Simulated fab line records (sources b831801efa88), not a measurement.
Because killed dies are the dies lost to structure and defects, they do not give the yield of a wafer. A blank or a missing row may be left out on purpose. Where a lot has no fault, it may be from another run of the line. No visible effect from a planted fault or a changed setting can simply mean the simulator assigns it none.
Problem report in the 8D (eight disciplines) form, filled by code + flow sky130 + the parts of the form that need people (team, actions taken, sign-off) are left out

## 1. WHAT WENT WRONG
VT_ADJUST_NCORE_TW at SKY_VT_ADJUST_NCORE_TW_MEAS_11 reads a mean of 30.1 on 3 wafers of 1 lot; wafers without a fault read 218.8 with a standard deviation of 2.5. Relative to the usual mean, that is a shift of -75 standard deviations.
The first sign was on wafer L265.1 at day 11 20:11, on film metro-01. The record has a number at this step for 39 wafers belonging to 13 lots. The rule behind "out" and "out of limits": a value lying over 4 standard deviations away from the usual mean. Any other wafer with a number is counted as sound.

## 2. WHAT THIS IS AND IS NOT
| question                    | is                     | is not                                                                                                         |
|-----------------------------|------------------------|----------------------------------------------------------------------------------------------------------------|
| which readings at this step | VT_ADJUST_NCORE_TW     | -                                                                                                              |
| which lots                  | L265                   | L255, L256, L257, L260, L267, L270, L272, L273, L274, L275, L276, L278                                         |
| which wafers of those lots  | all that have a number | -                                                                                                              |
| read on which gauges        | film metro-01          | film metro-02, film metro-03                                                                                   |
| when                        | from day 11 20:11      | up to then (12 sound wafers); but 24 sound wafers of L267, L270, L272, L273, L274, L275, L276, L278 came after |

## 3. SUSPECTS, AND WHAT RULES EACH OUT
Counting: a tool stays on the suspect list if, at a process step up to the reading, it processed all lots that are out and no sound lot following the first of them.
- the gauge at SKY_VT_ADJUST_NCORE_TW_MEAS_11: ruled out. All the wafers that are out were read on film metro-01, but those of them that SKY_VT_ADJUST_LVTN_STRIP_20 has rows for are out there too, on other tools.
- plasma asher-02 at SKY_VT_ADJUST_LVTN_STRIP_20 (strips in O2/N2): ruled out as a lasting fault. Sound lots L275 ran on it after its first lot that is out, L265 (day 10 20:32).
- plasma asher-01 at SKY_VT_ADJUST_NCORE_STRIP_10 (strips in O2/N2): ruled out as a lasting fault. Sound lots L278 ran on it after its first lot that is out, L265 (day 11 20:05).
Left after counting: nothing in the record.

## 4. THE CAUSE (what the simulator had put in)
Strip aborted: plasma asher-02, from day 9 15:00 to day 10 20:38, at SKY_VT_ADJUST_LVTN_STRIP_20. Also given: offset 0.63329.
Counting ruled it out, wrongly: the rule takes a fault to strike every lot that its tool runs from its start on, and this one did not.

## 5. THE CHAIN OF EFFECTS, in route order
Rows list readings where the struck wafers' mean (over those with a number) sits beyond 3 standard deviations from the usual. Readings are gone through only where the record gives a usual standard deviation; hours: the median, over the lots, of the time from a lot's start at the first step in this table giving one to that lot's start at this step; sigmas: the change measured in usual standard deviations.
| hours | step                           | reading                  | usual      | on struck wafers | change | sigmas      |
|-------|--------------------------------|--------------------------|------------|------------------|--------|-------------|
| 0     | SKY_VT_ADJUST_LVTN_STRIP_20    | oes product au           | 0.715 a.u. | 0.936            | +0.221 | +45         |
| 24    | SKY_VT_ADJUST_NCORE_STRIP_10   | strip time to endpoint s | 14.19 s    | 20.54            | +6.35  | +99 or more |
| 24    | SKY_VT_ADJUST_NCORE_TW_MEAS_11 | VT_ADJUST_NCORE_TW       | 218.8      | 30.1             | -188.7 | -75         |
The process steps in it:
- SKY_VT_ADJUST_LVTN_STRIP_20: strips in O2/N2.
- SKY_VT_ADJUST_NCORE_STRIP_10: strips in O2/N2.
Readings that are blank on the struck wafers while sound wafers have them: strip time to endpoint s at SKY_VT_ADJUST_LVTN_STRIP_20.
At these later measuring or inspecting steps, every struck wafer for which the step has a row has a number for every such reading, and none has moved that far: SKY_SD_P_CD_MEAS_07.

## 6. HOW IT WOULD HAVE BEEN CAUGHT EARLIER
Counted from the fault's start at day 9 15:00, it took 53 hours until the first out-of-limits reading at a measuring or inspecting step in this record, taken at day 11 20:11.
The tool's own readings at SKY_VT_ADJUST_LVTN_STRIP_20 were out on every struck wafer that the step has a row for (oes product au): an alarm limit on them would have fired on the first of those.
